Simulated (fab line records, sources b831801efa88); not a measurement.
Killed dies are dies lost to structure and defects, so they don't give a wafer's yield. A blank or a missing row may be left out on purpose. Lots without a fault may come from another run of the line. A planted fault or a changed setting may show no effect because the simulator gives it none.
Tool commonality check | flow sky130 | 11 lots, 33 wafers sampled

WHY IT WAS OPENED
At SKY_LDD_LDN_TW_MEAS_13 the reading LDD_LDN_TW is flagged on 2 of 11 lots. Wafers without a fault read 1484, standard deviation 11.
Rule: a lot is flagged when every wafer of it that has a number lies more than 4 standard deviations from that mean, or none has a number. The other lots count as sound.

lot  | measured     | on            | LDD_LDN_TW, wafer by wafer | flag
L499 | day 22 18:07 | film_metro-01 | 1509 1502 1494             |
L500 | day 23 12:10 | film_metro-02 | 1470 1478 1474             |
L501 | day 23 16:16 | film_metro-03 | 1484 1482 1489             |
L502 | day 23 22:16 | film_metro-02 | 1477 1481 1476             |
L504 | day 25 10:48 | film_metro-03 | 1478 1475 1477             |
L513 | day 28 04:39 | film_metro-03 | 1423 1422 1419             | FLAGGED
L514 | day 28 09:31 | film_metro-02 | 1404 1402 1410             | FLAGGED
L519 | day 30 17:43 | film_metro-02 | 1465 1472 1480             |
L521 | day 30 19:41 | film_metro-03 | 1486 1495 1483             |
L520 | day 30 20:17 | film_metro-03 | 1493 1490 1494             |
L522 | day 31 03:10 | film_metro-02 | 1482 1483 1480             |
The numbers of the flagged lots are 1413 on average: -71 against the usual, or -6 standard deviations.

WHICH TOOL RAN EACH LOT
The record holds 3 process steps before the reading, out of a route of 708 steps. In each cell: the tool, then ch and the chambers that the sampled wafers went through, then the start.
lot  | flag    | SKY_NWELL_STRIP_14                   | SKY_POLY_GATE_ETCH_15              | SKY_LDD_LDN_IMPLANT_11
L499 |         | plasma_asher-02 ch 0,1, day 4 15:50  | rie_diel-03 ch 0,2,3, day 16 10:07 | implanter-01 ch 0, day 22 17:54
L500 |         | plasma_asher-02 ch 0,1, day 5 01:03  | rie_diel-03 ch 0,1,3, day 17 02:13 | implanter-03 ch 0, day 23 11:55
L501 |         | plasma_asher-02 ch 1, day 5 02:22    | rie_diel-02 ch 1,2,3, day 17 04:56 | implanter-02 ch 0, day 23 16:02
L502 |         | plasma_asher-02 ch 0,1, day 5 08:15  | rie_diel-02 ch 0,1,3, day 17 10:22 | implanter-02 ch 0, day 23 22:01
L504 |         | plasma_asher-04 ch 0,1, day 5 19:11  | rie_diel-01 ch 0,1,3, day 18 21:26 | implanter-01 ch 0, day 25 10:33
L513 | FLAGGED | plasma_asher-02 ch 0,1, day 8 04:40  | rie_diel-01 ch 1,2, day 21 20:47   | implanter-02 ch 0, day 28 04:24
L514 | FLAGGED | plasma_asher-02 ch 0,1, day 8 09:36  | rie_diel-02 ch 2,3, day 22 02:07   | implanter-02 ch 0, day 28 09:16
L519 |         | plasma_asher-03 ch 0,1, day 9 13:56  | rie_diel-03 ch 0,1,3, day 24 14:48 | implanter-01 ch 0, day 30 17:29
L521 |         | plasma_asher-02 ch 0,1, day 10 09:08 | rie_diel-01 ch 0,1,2, day 24 15:44 | implanter-01 ch 0, day 30 19:28
L520 |         | plasma_asher-04 ch 0,1, day 9 17:25  | rie_diel-03 ch 0,1,2, day 24 17:50 | implanter-03 ch 0, day 30 20:04
L522 |         | plasma_asher-02 ch 0,1, day 10 10:25 | rie_diel-01 ch 0,1, day 25 01:27   | implanter-01 ch 0, day 31 02:56
What these steps do:
- SKY_NWELL_STRIP_14: strips in O2/N2.
- SKY_POLY_GATE_ETCH_15: etches BARC in N2/H2, stops on SiO2, time 118.5 s, target depth 110 nm.
- SKY_LDD_LDN_IMPLANT_11
- SKY_LDD_LDN_TW_MEAS_13

FLAGGED OVER TOTAL, TOOL BY TOOL (the gauges that took the reading come last)
step                   | tool            | lots run | flagged | share of the flagged lots | sound lots run after its first flagged lot
SKY_NWELL_STRIP_14     | plasma_asher-02 | 8        | 2       | all                       | 2 (L521,L522)
SKY_NWELL_STRIP_14     | plasma_asher-03 | 1        | 0       | none                      | -
SKY_NWELL_STRIP_14     | plasma_asher-04 | 2        | 0       | none                      | -
SKY_POLY_GATE_ETCH_15  | rie_diel-01     | 4        | 1       | some                      | 2 (L521,L522)
SKY_POLY_GATE_ETCH_15  | rie_diel-02     | 3        | 1       | some                      | 0
SKY_POLY_GATE_ETCH_15  | rie_diel-03     | 4        | 0       | none                      | -
SKY_LDD_LDN_IMPLANT_11 | implanter-01    | 5        | 0       | none                      | -
SKY_LDD_LDN_IMPLANT_11 | implanter-02    | 4        | 2       | all                       | 0
SKY_LDD_LDN_IMPLANT_11 | implanter-03    | 2        | 0       | none                      | -
SKY_LDD_LDN_TW_MEAS_13 | film_metro-01   | 1        | 0       | none                      | -
SKY_LDD_LDN_TW_MEAS_13 | film_metro-02   | 5        | 1       | some                      | 2 (L519,L522)
SKY_LDD_LDN_TW_MEAS_13 | film_metro-03   | 5        | 1       | some                      | 2 (L521,L520)

WHAT THE TABLE ALLOWS
2 rows of the table ran every flagged lot: plasma_asher-02 at SKY_NWELL_STRIP_14, implanter-02 at SKY_LDD_LDN_IMPLANT_11.
- plasma_asher-02 at SKY_NWELL_STRIP_14: 2 of its 8 lots flagged. Sound lots ran on it after the first flagged one (L521, L522), which a lasting fault on the whole tool wouldn't allow.
- implanter-02 at SKY_LDD_LDN_IMPLANT_11: 2 of its 4 lots flagged. Its last sound lot is L502 (day 23 22:01), its first flagged lot L513 (day 28 04:24): a fault that began between those two fits. Its own readings lie more than 4 standard deviations out on every wafer of the flagged lots: dose_ions_cm2, faraday_current_uA.
One tool is left: implanter-02 at SKY_LDD_LDN_IMPLANT_11.

WHAT THE SIMULATOR HAD PUT IN
Process parameter drift: implanter-02, from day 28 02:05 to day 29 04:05, at SKY_LDD_LDN_IMPLANT_11. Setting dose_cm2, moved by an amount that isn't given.
Lots struck among those shown: L513, L514. The rule above found the same.
